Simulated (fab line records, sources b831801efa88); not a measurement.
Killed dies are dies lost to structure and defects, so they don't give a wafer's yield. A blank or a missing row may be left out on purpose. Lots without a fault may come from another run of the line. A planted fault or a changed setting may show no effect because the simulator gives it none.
One fault seen from 2 desks | flow sky130 | each desk has only its own numbers; what lay behind them comes last

THE TOOL OWNER'S DESK: implanter-01
The tool's own readings at SKY_LDD_HVN_IMPLANT_08: means of the sampled wafers that have a number, for each lot that ran on this tool. A lot is out of limits, marked OUT, if its mean lies more than 4 standard deviations from the usual mean; the brackets give that distance.
Columns: A = beam_on_s at SKY_LDD_HVN_IMPLANT_08, usual 10.00 s; B = dose_ions_cm2 at SKY_LDD_HVN_IMPLANT_08, usual 3e+13; C = end_station_pressure_torr at SKY_LDD_HVN_IMPLANT_08, usual 5.11e-06 Torr; D = faraday_current_uA at SKY_LDD_HVN_IMPLANT_08, usual 169
lot  | first seen here | A                | B                       | C        | D
L399 | day 20 23:01    | 9.90             | 3e+13                   | 4.79e-06 | 171
L401 | day 22 01:52    | 11.68 (+8.8) OUT | 3e+14 (+99 or more) OUT | 5.97e-06 | 1290 (+99 or more) OUT
L403 | day 22 15:15    | 11.66 (+8.7) OUT | 3e+14 (+99 or more) OUT | 5.96e-06 | 1297 (+99 or more) OUT
L406 | day 23 10:56    | 11.73 (+9.1) OUT | 3e+14 (+99 or more) OUT | 5.98e-06 | 1292 (+99 or more) OUT
L412 | day 25 16:48    | 10.07            | 3e+13                   | 4.84e-06 | 168
L414 | day 26 07:36    | 10.28            | 3e+13                   | 4.96e-06 | 165
This desk's finding: out of limits on L401, L403, L406; first on L401, day 22 01:52 (beam_on_s at SKY_LDD_HVN_IMPLANT_08). In limits: L399, L412, L414.

THE METROLOGY DESK
What the gauges read, lot by lot, whatever tool the lot ran on: means of the sampled wafers that have a number. A lot is out of limits, marked OUT, if its mean lies more than 4 standard deviations from the usual mean; the brackets give that distance.
Columns: A = SONOS_ONO_CVD_02_THK at SKY_SONOS_ONO_THK_MEAS_03, usual 10.58 nm; B = POLY_GATE_CVD_00_THK at SKY_POLY_GATE_THK_MEAS_01, usual 179.4 nm; C = LDD_HVN_TW at SKY_LDD_HVN_TW_MEAS_10, usual 1436
lot  | first seen here | A     | B     | C
L399 | day 12 01:28    | 10.39 | 177.6 | 1441
L401 | day 12 19:52    | 10.43 | 178.8 | 2828 (+99 or more) OUT
L402 | day 12 22:41    | 10.39 | 181.3 | 1444
L403 | day 13 08:40    | 10.38 | 180.0 | 2763 (+99 or more) OUT
L406 | day 14 05:48    | 10.60 | 177.3 | 2844 (+99 or more) OUT
L411 | day 15 21:06    | 10.55 | 181.6 | 1445
L412 | day 16 04:34    | 10.64 | 180.9 | 1446
L414 | day 16 22:12    | 10.50 | 176.8 | 1440
L415 | day 17 06:11    | 10.78 | 179.2 | 1436
L416 | day 17 19:47    | 10.82 | 180.6 | 1433
L418 | day 18 03:17    | 10.57 | 180.2 | 1438
L419 | day 18 19:33    | 10.59 | 179.6 | 1440
This desk's finding: out of limits on L401, L403, L406; first on L401, day 22 02:06 (LDD_HVN_TW at SKY_LDD_HVN_TW_MEAS_10). In limits: L399, L402, L411, L412, L414, L415, L416, L418, L419.

PUT TOGETHER
The tool owner's desk could have raised an alarm at day 22 01:52, on L401, L403, L406.
The metrology desk could have raised an alarm at day 22 02:06, on L401, L403, L406.
Of the lots named, all ran SKY_LDD_HVN_IMPLANT_08 on implanter-01.

WHAT THE SIMULATOR HAD PUT IN
Process parameter drift: implanter-01, from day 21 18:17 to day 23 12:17, at SKY_LDD_HVN_IMPLANT_08. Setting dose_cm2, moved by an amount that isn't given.
Lots struck among those shown: L401, L403, L406.
Hours from the fault's start to each desk's first reading out of limits: the tool owner's desk, 8; the metrology desk, 8.
